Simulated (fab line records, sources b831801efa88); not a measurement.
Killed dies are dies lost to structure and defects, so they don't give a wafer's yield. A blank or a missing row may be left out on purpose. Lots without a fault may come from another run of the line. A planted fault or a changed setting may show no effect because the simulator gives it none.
Split-lot experiment | flow sky130 | 5 lots, 23 wafers read, on a route of 708 steps

THE SPLIT
At SKY_GATE_OXIDE_OXIDATION_01 (stabilise 600 s, purge 300 s, target thk 10.268 nm), the setting ox_time_s was moved away from the recipe's 1473 s on 15 of the 23 wafers read, by -11.3% to -5.0%. The other wafers ran this setting at the recipe's value.

The reading is taken at the split's own step.

THE READING
SiO2_of_GATE_OXIDE_OXIDATION_01.thk_nm (the simulator's own value, which no gauge read), in nm, at SKY_GATE_OXIDE_OXIDATION_01 (stabilise 600 s, purge 300 s, target thk 10.268 nm). The file gives no usual value for it. The 8 wafers here that ran the recipe average 10.194 nm, standard deviation 0.093 nm.

wafer  | tool, chamber at the split | ox_time_s as run, s | against the recipe | SiO2_of_GATE_OXIDE_OXIDATION_01.thk_nm, nm | against lot-mates on the recipe
L076.2 | -, -                       | 1473                | recipe             | 10.35                                      | -
L076.3 | -, -                       | 1473                | recipe             | 10.29                                      | -
L076.4 | -, -                       | 1473                | recipe             | 10.15                                      | -
L076.5 | -, -                       | 1473                | recipe             | 10.25                                      | -
L076.6 | -, -                       | 1473                | recipe             | 10.21                                      | -
L080.1 | -, -                       | 1395                | -5.3%              | 9.81                                       | no lot-mate on the recipe
L080.3 | -, -                       | 1395                | -5.3%              | 9.851                                      | no lot-mate on the recipe
L080.4 | -, -                       | 1395                | -5.3%              | 9.728                                      | no lot-mate on the recipe
L080.5 | -, -                       | 1395                | -5.3%              | 9.473                                      | no lot-mate on the recipe
L080.6 | -, -                       | 1395                | -5.3%              | 9.462                                      | no lot-mate on the recipe
L081.1 | -, -                       | 1306                | -11.3%             | 9.483                                      | no lot-mate on the recipe
L081.2 | -, -                       | 1306                | -11.3%             | 9.615                                      | no lot-mate on the recipe
L081.3 | -, -                       | 1306                | -11.3%             | 9.566                                      | no lot-mate on the recipe
L081.4 | -, -                       | 1306                | -11.3%             | 9.431                                      | no lot-mate on the recipe
L081.6 | -, -                       | 1306                | -11.3%             | 9.42                                       | no lot-mate on the recipe
L082.1 | -, -                       | 1400                | -5.0%              | 9.602                                      | no lot-mate on the recipe
L082.2 | -, -                       | 1400                | -5.0%              | 9.699                                      | no lot-mate on the recipe
L082.4 | -, -                       | 1400                | -5.0%              | 9.579                                      | no lot-mate on the recipe
L082.5 | -, -                       | 1400                | -5.0%              | 9.615                                      | no lot-mate on the recipe
L082.6 | -, -                       | 1400                | -5.0%              | 9.669                                      | no lot-mate on the recipe
L084.3 | furnace-01, 0              | 1473                | recipe             | 10.14                                      | -
L084.5 | furnace-01, 0              | 1473                | recipe             | 10.1                                       | -
L084.6 | furnace-01, 0              | 1473                | recipe             | 10.06                                      | -

THE FIT
A straight line over all 23 wafers: SiO2_of_GATE_OXIDE_OXIDATION_01.thk_nm changes by +0.0633 nm for each +1% of ox_time_s; r = +0.86; the points scatter about the line by 0.16 nm.
Too few moved wafers have a lot-mate on the recipe to fit a line with each lot's own level taken away.

THE FILE'S OWN FIT
SiO2_of_GATE_OXIDE_OXIDATION_01.thk_nm changes by +0.0634 nm for each +1% of ox_time_s, r = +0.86.
